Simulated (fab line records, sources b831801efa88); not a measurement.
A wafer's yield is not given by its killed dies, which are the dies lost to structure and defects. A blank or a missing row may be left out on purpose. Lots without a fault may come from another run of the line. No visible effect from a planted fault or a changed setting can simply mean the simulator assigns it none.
Which tool was responsible? + flow gf180mcu + 36 wafers from 12 lots sampled at 6 of the route's 602 steps

== WHAT THE GAUGES SHOWED, per wafer ==
GF_STI_THK_MEAS_04.
| lot  | measured    | on            | STI_CVD_03_THK (nm) |
|------|-------------|---------------|---------------------|
| L410 | day 1 23:47 | film-metro-02 | 206.6 205.4 206.2   |
| L412 | day 2 09:34 | film-metro-04 | 206.2 204.5 206.4   |
| L413 | day 2 15:55 | film-metro-04 | 210.3 209.4 210.3   |
| L414 | day 2 20:37 | film-metro-02 | 208.4 209.8 209.6   |
| L415 | day 3 00:34 | film-metro-04 | 209.2 207.9 206.1   |
| L416 | day 3 06:34 | film-metro-04 | 207.7 206.3 206.9   |
| L422 | day 4 11:34 | film-metro-02 | 205.8 207.3 206.7   |
| L424 | day 4 21:59 | film-metro-04 | 206.0 208.8 208.4   |
| L425 | day 5 02:39 | film-metro-04 | 205.6 205.5 205.5   |
| L429 | day 5 22:34 | film-metro-01 | 207.8 208.9 208.1   |
| L430 | day 6 03:34 | film-metro-04 | 206.4 206.7 207.2   |
| L431 | day 6 08:34 | film-metro-02 | 206.4 205.3 206.8   |

GF_VT_IMPLANT_TW_MEAS_21.
| lot  | measured     | on            | VT_IMPLANT_2_TW   |
|------|--------------|---------------|-------------------|
| L410 | day 6 20:43  | film-metro-02 | 1200 1198 1203    |
| L412 | day 7 08:16  | film-metro-03 | 30 30 30 30 30 30 |
| L413 | day 7 19:37  | film-metro-02 | 30 30 30 29 30 30 |
| L414 | day 8 07:32  | film-metro-03 | 1218 1211 1213    |
| L415 | day 8 07:04  | film-metro-03 | 1217 1213 1218    |
| L416 | day 8 10:22  | film-metro-03 | 1216 1224 1220    |
| L422 | day 10 00:27 | film-metro-04 | 1213 1217 1221    |
| L424 | day 10 13:32 | film-metro-04 | 1221 1222 1215    |
| L425 | day 10 21:57 | film-metro-03 | 1220 1218 1219    |
| L429 | day 11 20:24 | film-metro-03 | 1215 1215 1213    |
| L430 | day 12 02:54 | film-metro-03 | 1215 1216 1213    |
| L431 | day 12 09:40 | film-metro-03 | 1217 1218 1211    |

GF_HV_LDD_CD_MEAS_31: target cd 400 nm.
| lot  | measured     | on        | cd-nm (nm)        |
|------|--------------|-----------|-------------------|
| L410 | day 12 09:39 | cd-sem-02 | 399.7 399.2 399.9 |
| L414 | day 14 05:58 | cd-sem-01 | 400.4 399.5 399.3 |
| L415 | day 14 06:41 | cd-sem-01 | 397.6 398.1 397.3 |
| L416 | day 14 07:02 | cd-sem-01 | 402.2 400.9 400.4 |
| L422 | day 16 09:41 | cd-sem-01 | 398.4 400.6 399.0 |
| L424 | day 17 00:42 | cd-sem-01 | 402.7 402.3 399.0 |
| L425 | day 17 07:25 | cd-sem-01 | 398.0 397.3 398.0 |
| L429 | day 18 15:39 | cd-sem-02 | 406.1 405.5 403.3 |
| L430 | day 18 23:50 | cd-sem-01 | 392.9 393.8 393.5 |
| L431 | day 19 05:01 | cd-sem-01 | 394.5 397.5 395.6 |

GF_HV_LDD_THK_MEAS_55.
| lot  | measured     | on            | HV_LDD_CVD_54_THK (nm) |
|------|--------------|---------------|------------------------|
| L410 | day 13 08:40 | film-metro-01 | 10.05 10.00 10.13      |
| L414 | day 15 06:16 | film-metro-04 | 9.95 9.88 10.00        |
| L415 | day 15 07:17 | film-metro-04 | 10.18 10.04 10.16      |
| L416 | day 15 09:10 | film-metro-01 | 9.83 9.88 9.90         |
| L422 | day 17 11:16 | film-metro-03 | 10.23 10.13 10.13      |
| L424 | day 18 01:19 | film-metro-01 | 10.11 9.87 10.08       |
| L425 | day 18 08:25 | film-metro-04 | 9.96 10.13 10.11       |
| L429 | day 19 18:28 | film-metro-03 | 10.25 10.17 10.19      |
| L430 | day 20 02:50 | film-metro-04 | 9.76 9.82 9.86         |
| L431 | day 20 07:55 | film-metro-04 | 10.30 10.20 10.15      |

== WHAT TOOL EACH LOT RAN ON (gives the tool, then ch and the chambers of the sampled wafers, and finally the start) ==
| lot  | GF_VT_IMPLANT_STRIP_09               | GF_VT_IMPLANT_STRIP_20               |
|------|--------------------------------------|--------------------------------------|
| L410 | plasma-asher-01 ch 0,1, day 6 05:21  | plasma-asher-01 ch 0,1, day 6 20:38  |
| L412 | plasma-asher-02 ch 0,1, day 6 16:18  | plasma-asher-01 ch 0,1, day 7 08:09  |
| L413 | plasma-asher-01 ch 0,1, day 7 03:01  | plasma-asher-01 ch 0,1, day 7 19:31  |
| L414 | plasma-asher-01 ch 0,1, day 7 14:19  | plasma-asher-04 ch 0,1, day 8 07:26  |
| L415 | plasma-asher-01 ch 0,1, day 7 14:00  | plasma-asher-02 ch 0,1, day 8 06:58  |
| L416 | plasma-asher-04 ch 0,1, day 7 17:34  | plasma-asher-02 ch 0,1, day 8 10:16  |
| L422 | plasma-asher-04 ch 0,1, day 9 06:58  | plasma-asher-04 ch 0,1, day 10 00:21 |
| L424 | plasma-asher-01 ch 0,1, day 9 19:41  | plasma-asher-04 ch 0,1, day 10 13:26 |
| L425 | plasma-asher-04 ch 0,1, day 10 02:57 | plasma-asher-01 ch 0,1, day 10 21:51 |
| L429 | plasma-asher-02 ch 0,1, day 11 01:29 | plasma-asher-01 ch 0,1, day 11 20:18 |
| L430 | plasma-asher-01 ch 0,1, day 11 09:07 | plasma-asher-04 ch 0,1, day 12 02:48 |
| L431 | plasma-asher-02 ch 0,1, day 11 14:36 | plasma-asher-01 ch 0,1, day 12 09:34 |
- GF_VT_IMPLANT_STRIP_09: strips in O2/N2.
- GF_VT_IMPLANT_STRIP_20: strips in O2/N2.

== WHAT THE TOOLS THEMSELVES READ (means of the sampled wafers that have a number; where no wafer has one, the mark that the record gives instead) ==
GF_VT_IMPLANT_STRIP_09.
| lot  | tool            | chamber-pressure-mTorr (mTorr) | drypump-motor-current-A (A) | heater-power-w (W) | oes-product-au (a.u.) | strip-time-to-endpoint-s (s) |
|------|-----------------|--------------------------------|-----------------------------|--------------------|-----------------------|------------------------------|
| L410 | plasma-asher-01 | 1501.4                         | 5.9                         | 342                | 0.714                 | 12.70                        |
| L412 | plasma-asher-02 | -                              | -                           | -                  | -                     | -                            |
| L413 | plasma-asher-01 | -                              | -                           | -                  | -                     | -                            |
| L414 | plasma-asher-01 | 1500.9                         | 5.6                         | 309                | 0.717                 | 12.70                        |
| L415 | plasma-asher-01 | 1499.8                         | 5.6                         | 306                | 0.720                 | 12.62                        |
| L416 | plasma-asher-04 | 1500.9                         | 5.7                         | 319                | 0.718                 | 12.61                        |
| L422 | plasma-asher-04 | 1500.4                         | 5.7                         | 309                | 0.720                 | 12.63                        |
| L424 | plasma-asher-01 | 1500.6                         | 5.9                         | 343                | 0.717                 | 12.60                        |
| L425 | plasma-asher-04 | 1499.1                         | 5.6                         | 319                | 0.717                 | 12.62                        |
| L429 | plasma-asher-02 | 1500.3                         | 5.3                         | 397                | 0.717                 | 12.56                        |
| L430 | plasma-asher-01 | 1500.1                         | 5.6                         | 305                | 0.717                 | 12.65                        |
| L431 | plasma-asher-02 | 1500.2                         | 5.3                         | 392                | 0.713                 | 12.67                        |

GF_VT_IMPLANT_STRIP_20.
| lot  | tool            | chamber-pressure-mTorr (mTorr) | drypump-motor-current-A (A) | heater-power-w (W) | oes-product-au (a.u.) | strip-time-to-endpoint-s (s) |
|------|-----------------|--------------------------------|-----------------------------|--------------------|-----------------------|------------------------------|
| L410 | plasma-asher-01 | 1499.8                         | 5.9                         | 342                | 0.715                 | 12.62                        |
| L412 | plasma-asher-01 | 1501.2                         | 5.6                         | 308                | 0.718                 | 27.63                        |
| L413 | plasma-asher-01 | 1499.2                         | 5.6                         | 306                | 0.718                 | 27.60                        |
| L414 | plasma-asher-04 | 1499.9                         | 5.6                         | 314                | 0.714                 | 12.62                        |
| L415 | plasma-asher-02 | 1501.6                         | 5.5                         | 412                | 0.720                 | 12.61                        |
| L416 | plasma-asher-02 | 1499.8                         | 5.3                         | 392                | 0.716                 | 12.67                        |
| L422 | plasma-asher-04 | 1499.7                         | 5.7                         | 305                | 0.715                 | 12.69                        |
| L424 | plasma-asher-04 | 1501.3                         | 5.7                         | 311                | 0.717                 | 12.68                        |
| L425 | plasma-asher-01 | 1498.7                         | 5.6                         | 307                | 0.719                 | 12.68                        |
| L429 | plasma-asher-01 | 1500.3                         | 5.9                         | 349                | 0.718                 | 12.63                        |
| L430 | plasma-asher-04 | 1500.8                         | 5.6                         | 308                | 0.714                 | 12.65                        |
| L431 | plasma-asher-01 | 1499.2                         | 5.9                         | 344                | 0.714                 | 12.58                        |

== THE ANSWER, worked out from the rows above alone ==
Rule: what is usual is taken from the lots themselves. The widest of any qualifying gaps counts: lots, ordered by their means at a reading, are off when they make up no more than a third of the lots, leave a main group of 4 or more, and stand apart from it by 3 or more times the standard deviation of that group's means. A main group whose means are all the same, to the digits that the tables above print for the reading, isn't used. Also off: a lot with no number at a reading for which 4 or more lots have one. The other lots that the step has rows for count as sound. First the gauges in route order, then the tools' own readings, where a lot's mean is used as printed above. At the first step where some lot is off, the reading lying furthest off is the one used; lots without a number count as furthest.
Off: at GF_VT_IMPLANT_TW_MEAS_21 (VT_IMPLANT_2_TW), L412, L413. Mean 1215 and standard deviation 5.3 in the main group.
If a tool, at a process step before that reading, ran all the lots that are off and no sound lot after the first of them, it fits. The gauges at GF_VT_IMPLANT_TW_MEAS_21 aren't tried: what is off there is off at GF_VT_IMPLANT_STRIP_09 too, on other tools, and a gauge's error can't cause that. Not one of the candidates tried fits.

== WHAT THE SIMULATOR HAD PUT IN ==
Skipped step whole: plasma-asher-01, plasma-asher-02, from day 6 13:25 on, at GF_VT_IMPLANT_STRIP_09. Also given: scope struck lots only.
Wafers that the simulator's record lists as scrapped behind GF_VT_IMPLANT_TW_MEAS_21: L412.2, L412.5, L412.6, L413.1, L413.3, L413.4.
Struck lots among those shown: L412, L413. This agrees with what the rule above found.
